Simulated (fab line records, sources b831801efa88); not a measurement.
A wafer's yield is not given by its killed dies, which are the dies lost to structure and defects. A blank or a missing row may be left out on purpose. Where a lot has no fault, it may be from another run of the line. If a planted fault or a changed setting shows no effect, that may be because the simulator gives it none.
Split-lot study / flow sky130 / 5 lots, 27 wafers read, on a route of 708 steps

== ABOUT THE SPLIT ==
At SKY_LOCAL_INTERCONNECT_ETCH_13 (etches BARC in N2/H2, stops on SiO2, time 45.9 s, target depth 60 nm), the setting timeS was moved away from the recipe's 45.9 s on 9 of the 27 wafers read, by -49.3% to +32.7%. All remaining wafers had this setting at the recipe value.

The reading is taken at the split's own step.

== THE READING ==
oesProductAu, in a.u., at SKY_LOCAL_INTERCONNECT_ETCH_13 (etches BARC in N2/H2, stops on SiO2, time 45.9 s, target depth 60 nm). Fault-free wafers of this fab line usually give 0.855 a.u., standard deviation 0.0047 a.u.

wafer=L077.1; tool, chamber at the split=rieMetal-03, 1; timeS as run, s=45.9; against the recipe=recipe; oesProductAu, a.u.=0.853; against lot-mates on the recipe=-
wafer=L077.2; tool, chamber at the split=rieMetal-03, 0; timeS as run, s=45.9; against the recipe=recipe; oesProductAu, a.u.=0.853; against lot-mates on the recipe=-
wafer=L077.3; tool, chamber at the split=rieMetal-03, 1; timeS as run, s=45.9; against the recipe=recipe; oesProductAu, a.u.=0.854; against lot-mates on the recipe=-
wafer=L077.4; tool, chamber at the split=rieMetal-03, 0; timeS as run, s=45.9; against the recipe=recipe; oesProductAu, a.u.=0.852; against lot-mates on the recipe=-
wafer=L077.5; tool, chamber at the split=rieMetal-03, 0; timeS as run, s=45.9; against the recipe=recipe; oesProductAu, a.u.=0.857; against lot-mates on the recipe=-
wafer=L077.6; tool, chamber at the split=rieMetal-03, 1; timeS as run, s=45.9; against the recipe=recipe; oesProductAu, a.u.=0.854; against lot-mates on the recipe=-
wafer=L078.1; tool, chamber at the split=rieMetal-01, 0; timeS as run, s=45.9; against the recipe=recipe; oesProductAu, a.u.=0.849; against lot-mates on the recipe=-
wafer=L078.2; tool, chamber at the split=rieMetal-01, 1; timeS as run, s=60.89; against the recipe=+32.7%; oesProductAu, a.u.=0.813; against lot-mates on the recipe=-0.044
wafer=L078.3; tool, chamber at the split=rieMetal-01, 1; timeS as run, s=45.9; against the recipe=recipe; oesProductAu, a.u.=0.864; against lot-mates on the recipe=-
wafer=L078.4; tool, chamber at the split=rieMetal-01, 0; timeS as run, s=45.9; against the recipe=recipe; oesProductAu, a.u.=0.857; against lot-mates on the recipe=-
wafer=L078.5; tool, chamber at the split=rieMetal-01, 0; timeS as run, s=60.89; against the recipe=+32.7%; oesProductAu, a.u.=0.806; against lot-mates on the recipe=-0.051
wafer=L078.6; tool, chamber at the split=rieMetal-01, 1; timeS as run, s=60.89; against the recipe=+32.7%; oesProductAu, a.u.=0.802; against lot-mates on the recipe=-0.055
wafer=L079.1; tool, chamber at the split=rieMetal-01, 1; timeS as run, s=55.35; against the recipe=+20.6%; oesProductAu, a.u.=0.824; against lot-mates on the recipe=-0.027
wafer=L079.2; tool, chamber at the split=rieMetal-01, 0; timeS as run, s=45.9; against the recipe=recipe; oesProductAu, a.u.=0.846; against lot-mates on the recipe=-
wafer=L079.3; tool, chamber at the split=rieMetal-01, 0; timeS as run, s=45.9; against the recipe=recipe; oesProductAu, a.u.=0.854; against lot-mates on the recipe=-
wafer=L079.4; tool, chamber at the split=rieMetal-01, 1; timeS as run, s=45.9; against the recipe=recipe; oesProductAu, a.u.=0.852; against lot-mates on the recipe=-
wafer=L079.5; tool, chamber at the split=rieMetal-01, 1; timeS as run, s=55.35; against the recipe=+20.6%; oesProductAu, a.u.=0.819; against lot-mates on the recipe=-0.032
wafer=L079.6; tool, chamber at the split=rieMetal-01, 0; timeS as run, s=55.35; against the recipe=+20.6%; oesProductAu, a.u.=0.819; against lot-mates on the recipe=-0.032
wafer=L080.1; tool, chamber at the split=rieMetal-03, 1; timeS as run, s=45.9; against the recipe=recipe; oesProductAu, a.u.=0.860; against lot-mates on the recipe=-
wafer=L080.2; tool, chamber at the split=rieMetal-03, 0; timeS as run, s=23.29; against the recipe=-49.3%; oesProductAu, a.u.=1.009; against lot-mates on the recipe=+0.153
wafer=L080.3; tool, chamber at the split=rieMetal-03, 1; timeS as run, s=23.29; against the recipe=-49.3%; oesProductAu, a.u.=0.995; against lot-mates on the recipe=+0.139
wafer=L080.4; tool, chamber at the split=rieMetal-03, 0; timeS as run, s=23.29; against the recipe=-49.3%; oesProductAu, a.u.=1.013; against lot-mates on the recipe=+0.157
wafer=L080.5; tool, chamber at the split=rieMetal-03, 1; timeS as run, s=45.9; against the recipe=recipe; oesProductAu, a.u.=0.848; against lot-mates on the recipe=-
wafer=L080.6; tool, chamber at the split=rieMetal-03, 0; timeS as run, s=45.9; against the recipe=recipe; oesProductAu, a.u.=0.859; against lot-mates on the recipe=-
wafer=L084.1; tool, chamber at the split=rieMetal-03, 0; timeS as run, s=45.9; against the recipe=recipe; oesProductAu, a.u.=0.844; against lot-mates on the recipe=-
wafer=L084.4; tool, chamber at the split=rieMetal-03, 1; timeS as run, s=45.9; against the recipe=recipe; oesProductAu, a.u.=0.864; against lot-mates on the recipe=-
wafer=L084.5; tool, chamber at the split=rieMetal-03, 0; timeS as run, s=45.9; against the recipe=recipe; oesProductAu, a.u.=0.853; against lot-mates on the recipe=-

FIT RESULTS
A straight line over all 27 wafers: oesProductAu changes by -0.00248 a.u. for each +1% of timeS; r = -0.96; the points scatter about the line by 0.015 a.u.
The same after taking each lot's own level away (the mean of its wafers on the recipe; 27 wafers): -0.00247 a.u. for each +1%; r = -0.97; scatter 0.014 a.u.
The reading moves by 0.12 a.u. for the largest change in timeS, on that fit.
Across the lots, their own levels run from 0.8507 to 0.8567 a.u., a range of 1.3 times the standard deviation given above.
The two slopes are in agreement: the lot-to-lot level therefore moves the slope only a little.
Check: +0.123 a.u. against its lot-mates is what the line predicts for one of the wafers moved furthest among these (-49.3%) when that wafer is left out of the fit. Against them it came out at +0.153 a.u.
Tool readings at the split's step, against how far the setting was moved: oesProductAu r = -0.96.

== OTHER SPLITS APPLIED TO THESE WAFERS ==
Before the reading, these wafers also passed through other splits. Each is held against what the fit with the lots' levels taken away leaves over:
other split on the same wafers=SKY_FIELD_ISO_ETCH_17 timeS; wafers away from the commonest value=6; r with oesProductAu (lot level and that fit taken away)=-0.07
other split on the same wafers=SKY_SONOS_ONO_DEVELOP_12 developTimeS; wafers away from the commonest value=9; r with oesProductAu (lot level and that fit taken away)=-0.26
other split on the same wafers=SKY_LI_CONTACT_DEVELOP_11 developTimeS; wafers away from the commonest value=12; r with oesProductAu (lot level and that fit taken away)=+0.13

== THE WHOLE CHAIN: every reading that the file lists as answering this split, in the file's order ==
step=SKY_LOCAL_INTERCONNECT_ETCH_13; what it does=etches BARC in N2/H2, stops on SiO2, time 45.9 s, target depth 60 nm; reading=oesProductAu; change (the file's fit)=-0.00245 a.u. for each +1% of the setting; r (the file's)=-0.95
step=SKY_LOCAL_INTERCONNECT_ETCH_13; what it does=etches BARC in N2/H2, stops on SiO2, time 45.9 s, target depth 60 nm; reading=KrF-thick_of_LOCAL_INTERCONNECT_COAT_06.thkNm (the simulator's own value, which no gauge read); change (the file's fit)=-0.42 nm for each +1% of the setting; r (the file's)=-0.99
step=SKY_LOCAL_INTERCONNECT_METAL_ETCH_14; what it does=etches TiN in Cl2/BCl3, stops on PSG, target depth 110 nm, time 32.26 s; reading=KrF-thick_of_LOCAL_INTERCONNECT_COAT_06.thkNm (the simulator's own value, which no gauge read); change (the file's fit)=-0.412 nm for each +1% of the setting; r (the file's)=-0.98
step=SKY_LOCAL_INTERCONNECT_STRIP_15; what it does=strips in O2/N2; reading=stripTimeToEndpointS; change (the file's fit)=withheld for each +1% of the setting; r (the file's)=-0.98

== FILE'S OWN FIT ==
oesProductAu changes by -0.00245 a.u. for each +1% of timeS, r = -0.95.
